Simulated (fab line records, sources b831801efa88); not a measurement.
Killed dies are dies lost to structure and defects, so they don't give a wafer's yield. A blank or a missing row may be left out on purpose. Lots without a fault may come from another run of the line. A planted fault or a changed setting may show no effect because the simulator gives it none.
Which tool did it? | flow sky130 | 24 lots, 72 wafers sampled, at 6 steps of a route of 708

WHAT THE GAUGES READ, wafer by wafer
SKY_POLY_GATE_THK_MEAS_21.
lot  | measured     | on            | POLY_GATE_OXIDATION_THK (nm)
L074 | day 16 13:16 | film_metro-02 | 4.03 3.99 4.06
L075 | day 16 20:08 | film_metro-02 | 4.08 3.95 3.96
L076 | day 17 01:44 | film_metro-03 | 3.94 3.99 3.93
L077 | day 17 08:56 | film_metro-02 | 4.00 4.15 4.07
L078 | day 17 22:13 | film_metro-03 | 4.08 4.13 4.15
L079 | day 18 05:02 | film_metro-02 | 3.97 3.91 4.12
L080 | day 18 11:52 | film_metro-03 | 4.01 3.99 3.92
L081 | day 19 02:18 | film_metro-04 | 4.05 4.02 3.99
L082 | day 19 11:10 | film_metro-04 | 3.96 4.02 3.93
L083 | day 19 18:35 | film_metro-02 | 4.16 4.11 4.07
L084 | day 20 06:13 | film_metro-04 | 3.95 3.97 4.05
L085 | day 20 15:34 | film_metro-03 | 3.95 4.08 4.01
L086 | day 20 20:43 | film_metro-03 | 3.91 3.92 3.99
L087 | day 21 04:41 | film_metro-04 | 4.08 3.98 4.00
L088 | day 21 15:23 | film_metro-04 | 3.95 4.02 3.96
L089 | day 22 01:49 | film_metro-02 | 4.06 4.01 3.99
L090 | day 22 14:44 | film_metro-02 | 4.02 4.14 4.04
L091 | day 22 17:53 | film_metro-02 | 3.98 4.08 4.07
L092 | day 23 02:22 | film_metro-04 | 3.96 3.92 4.02
L093 | day 23 16:23 | film_metro-02 | 3.93 3.95 3.93
L094 | day 23 20:14 | film_metro-02 | 3.92 3.87 3.90
L095 | day 24 07:50 | film_metro-03 | 3.86 3.98 3.83
L096 | day 24 16:40 | film_metro-04 | 3.96 4.02 4.00
L097 | day 24 22:56 | film_metro-04 | 3.96 3.97 3.92

SKY_CONTACT_BOW_MEAS_05.
lot  | measured     | on            | CONTACT_BOW (um)
L074 | day 30 12:05 | film_metro-02 | 87 74 88
L075 | day 30 22:23 | film_metro-01 | 68 79 67
L076 | day 30 23:34 | film_metro-03 | 93 76 77
L077 | day 31 08:11 | film_metro-01 | 83 81 83
L078 | day 31 19:35 | film_metro-03 | 84 82 87
L079 | day 31 23:39 | film_metro-02 | 86 77 73
L080 | day 32 08:41 | film_metro-03 | 83 86 97
L081 | day 32 20:39 | film_metro-01 | 76 75 77
L082 | day 33 03:31 | film_metro-02 | 83 99 83
L083 | day 33 14:05 | film_metro-02 | 86 81 77
L084 | day 33 18:52 | film_metro-03 | 76 71 88
L085 | day 34 06:23 | film_metro-01 | 79 83 81
L086 | day 34 09:44 | film_metro-01 | 80 99 78
L087 | day 34 17:26 | film_metro-01 | 88 90 71
L088 | day 34 23:55 | film_metro-03 | 78 78 80
L089 | day 35 10:07 | film_metro-03 | 78 80 99
L090 | day 35 21:43 | film_metro-01 | 76 86 80
L091 | day 36 00:32 | film_metro-02 | 78 72 82
L092 | day 36 07:14 | film_metro-03 | 92 92 74
L093 | day 36 18:17 | film_metro-02 | 71 73 85
L094 | day 36 23:47 | film_metro-01 | 86 81 80
L095 | day 37 12:19 | film_metro-02 | 84 91 87
L096 | day 37 17:10 | film_metro-01 | 86 87 78
L097 | day 37 21:24 | film_metro-02 | 81 70 72

SKY_CONTACT_RS_MEAS_25: measures by four-point-probe.
lot  | measured     | on            | CONTACT_W_RS (ohm/sq)
L074 | day 31 16:36 | film_metro-02 | 0.339 0.340 0.336
L075 | day 32 03:21 | film_metro-01 | 0.337 0.335 0.342
L076 | day 32 03:54 | film_metro-03 | 0.332 0.328 0.329
L077 | day 32 12:31 | film_metro-03 | 0.332 0.335 0.333
L078 | day 33 00:14 | film_metro-02 | 0.332 0.331 0.334
L079 | day 33 04:15 | film_metro-01 | 0.342 0.337 0.339
L080 | day 33 13:19 | film_metro-03 | 0.333 0.335 0.341
L081 | day 34 00:14 | film_metro-02 | 0.342 0.337 0.336
L082 | day 34 06:58 | film_metro-01 | 0.338 0.334 0.339
L083 | day 34 17:21 | film_metro-03 | 0.335 0.332 0.339
L084 | day 34 22:22 | film_metro-02 | 0.331 0.327 0.328
L085 | day 35 10:24 | film_metro-02 | 0.332 0.334 0.342
L086 | day 35 13:19 | film_metro-01 | 0.328 0.331 0.329
L087 | day 35 20:38 | film_metro-02 | 0.327 0.332 0.335
L088 | day 36 03:15 | film_metro-02 | 0.333 0.332 0.329
L089 | day 36 13:30 | film_metro-01 | 0.335 0.332 0.331
L090 | day 37 00:10 | film_metro-03 | 0.338 0.337 0.340
L091 | day 37 03:38 | film_metro-02 | 0.330 0.323 0.329
L092 | day 37 10:29 | film_metro-01 | 0.330 0.322 0.327
L093 | day 37 21:26 | film_metro-01 | 0.339 0.343 0.336
L094 | day 38 02:18 | film_metro-03 | 0.329 0.335 0.332
L095 | day 38 15:47 | film_metro-01 | 0.345 0.340 0.339
L096 | day 38 19:35 | film_metro-03 | 0.344 0.338 0.337
L097 | day 39 00:13 | film_metro-03 | 0.342 0.341 0.336

SKY_VIA1_THK_MEAS_01.
lot  | measured     | on            | VIA1_HDPCVD_THK (nm)
L074 | day 32 21:56 | film_metro-04 | 1040 1056 1062
L075 | day 33 07:08 | film_metro-02 | 1043 1039 1039
L076 | day 33 08:17 | film_metro-03 | 1027 1019 1025
L077 | day 33 17:19 | film_metro-03 | 1031 1036 1023
L078 | day 34 04:22 | film_metro-04 | 1038 1039 1036
L079 | day 34 08:05 | film_metro-04 | 1031 1047 1023
L080 | day 34 18:13 | film_metro-02 | 1040 1031 1039
L081 | day 35 05:08 | film_metro-04 | 1038 1031 1034
L082 | day 35 10:44 | film_metro-02 | 1035 1032 1027
L083 | day 35 20:56 | film_metro-03 | 1033 1017 1034
L084 | day 36 01:44 | film_metro-03 | 1027 1022 1007
L085 | day 36 13:33 | film_metro-03 | 1028 1024 1025
L086 | day 36 16:58 | film_metro-03 | 1029 1023 1045
L087 | day 36 23:48 | film_metro-02 | 1028 1036 1025
L088 | day 37 07:05 | film_metro-02 | 1035 1029 1036
L089 | day 37 17:15 | film_metro-02 | 1032 1021 1032
L090 | day 38 03:50 | film_metro-03 | 1033 1040 1020
L091 | day 38 07:25 | film_metro-02 | 1030 1027 1012
L092 | day 38 13:38 | film_metro-04 | 1034 1034 1031
L093 | day 39 00:52 | film_metro-03 | 1015 1022 1017
L094 | day 39 04:41 | film_metro-04 | 1017 1028 1010
L095 | day 39 18:12 | film_metro-04 | 1026 1035 1021
L096 | day 39 21:55 | film_metro-03 | 1031 1030 1019
L097 | day 40 02:52 | film_metro-04 | 1011 1010 1017

SKY_VIA1_OVL_MEAS_13.
lot  | measured     | on         | VIA1_OVL (nm)
L074 | day 34 01:13 | overlay-02 | 1 4 4
L075 | day 34 10:10 | overlay-01 | -3 -6 -8
L076 | day 34 11:06 | overlay-02 | 3 0 -4
L077 | day 34 20:09 | overlay-02 | -5 -2 0
L078 | day 35 07:58 | overlay-02 | -6 -16 -9
L079 | day 35 10:36 | overlay-02 | 1 8 -2
L080 | day 35 20:58 | overlay-01 | -1 0 -5
L081 | day 36 07:47 | overlay-01 | -2 -8 0
L082 | day 36 13:55 | overlay-02 | -3 2 -1
L083 | day 36 22:49 | overlay-01 | -1 -5 -1
L084 | day 37 04:34 | overlay-02 | -2 4 -2
L085 | day 37 16:15 | overlay-02 | 7 4 4
L086 | day 37 19:28 | overlay-02 | 1 3 -3
L087 | day 38 02:04 | overlay-01 | -2 1 0
L088 | day 38 08:56 | overlay-02 | -8 -8 -5
L089 | day 38 19:22 | overlay-02 | -3 0 -2
L090 | day 39 05:42 | overlay-02 | -4 4 -1
L091 | day 39 07:57 | overlay-01 | 3 2 -1
L092 | day 39 15:13 | overlay-02 | -5 1 0
L093 | day 40 02:27 | overlay-01 | -3 -4 -9
L094 | day 40 05:37 | overlay-01 | 3 0 -7
L095 | day 40 18:37 | overlay-01 | 8 5 8
L096 | day 40 22:36 | overlay-01 | -4 -1 -9
L097 | day 41 03:55 | overlay-02 | 5 10 6

WHICH TOOL RAN EACH LOT (tool, then ch and the chambers of the sampled wafers, then the start)
lot  | SKY_METAL1_SPUTTER_04
L074 | pvd_sputter-04, day 31 17:09
L075 | pvd_sputter-01, day 32 03:54
L076 | pvd_sputter-04, day 32 04:32
L077 | pvd_sputter-02, day 32 13:05
L078 | pvd_sputter-02, day 33 00:48
L079 | pvd_sputter-04, day 33 04:48
L080 | pvd_sputter-04, day 33 14:08
L081 | pvd_sputter-04, day 34 00:46
L082 | pvd_sputter-01, day 34 07:32
L083 | pvd_sputter-02, day 34 17:54
L084 | pvd_sputter-01, day 34 22:54
L085 | pvd_sputter-01, day 35 10:58
L086 | pvd_sputter-04, day 35 13:53
L087 | pvd_sputter-01, day 35 21:12
L088 | pvd_sputter-01, day 36 03:47
L089 | pvd_sputter-02, day 36 14:31
L090 | pvd_sputter-01, day 37 00:43
L091 | pvd_sputter-04, day 37 04:12
L092 | pvd_sputter-01, day 37 11:04
L093 | pvd_sputter-01, day 37 22:00
L094 | pvd_sputter-04, day 38 02:51
L095 | pvd_sputter-01, day 38 16:19
L096 | pvd_sputter-04, day 38 20:22
L097 | pvd_sputter-01, day 39 00:50
- SKY_METAL1_SPUTTER_04: material TiN, target thk 70 nm, time 58.3 s.

WHAT THE TOOLS THEMSELVES READ (means of the sampled wafers that have a number; where no wafer has one, the mark that the record gives instead)
SKY_METAL1_SPUTTER_04.
lot  | tool           | throttle_valve_pct (%)
L074 | pvd_sputter-04 | 30.4
L075 | pvd_sputter-01 | 29.4
L076 | pvd_sputter-04 | 30.0
L077 | pvd_sputter-02 | 30.5
L078 | pvd_sputter-02 | 29.9
L079 | pvd_sputter-04 | 30.2
L080 | pvd_sputter-04 | 30.4
L081 | pvd_sputter-04 | 30.1
L082 | pvd_sputter-01 | 28.8
L083 | pvd_sputter-02 | 30.0
L084 | pvd_sputter-01 | 28.6
L085 | pvd_sputter-01 | 29.0
L086 | pvd_sputter-04 | 29.9
L087 | pvd_sputter-01 | 30.2
L088 | pvd_sputter-01 | 29.6
L089 | pvd_sputter-02 | 30.3
L090 | pvd_sputter-01 | 29.8
L091 | pvd_sputter-04 | 30.1
L092 | pvd_sputter-01 | 29.2
L093 | pvd_sputter-01 | 29.3
L094 | pvd_sputter-04 | 30.5
L095 | pvd_sputter-01 | 29.9
L096 | pvd_sputter-04 | 29.6
L097 | pvd_sputter-01 | 28.8

THE ANSWER, worked out from the rows above alone
Rule: what is usual is taken from the lots themselves. Put in order of their means at a reading, lots are off if they are a third of the lots or fewer, leave a main group of 4 or more, and stand apart from it by a gap of 3 or more times the standard deviation of the main group's means; of several such gaps the widest counts. A main group whose means are all the same, to the digits that the tables above print for the reading, isn't used. A lot without any number at a reading at which 4 lots or more have one is off too. The other lots that the step has rows for count as sound. The gauges are gone through in route order, then the tools' own readings, and for those a lot's mean is taken as printed above. The first step at which some lot is off is used, and at that step the reading that is off furthest; a lot without a number counts as furthest.
No lot is off at any reading shown: from this, nothing can be told.

WHAT THE SIMULATOR HAD PUT IN
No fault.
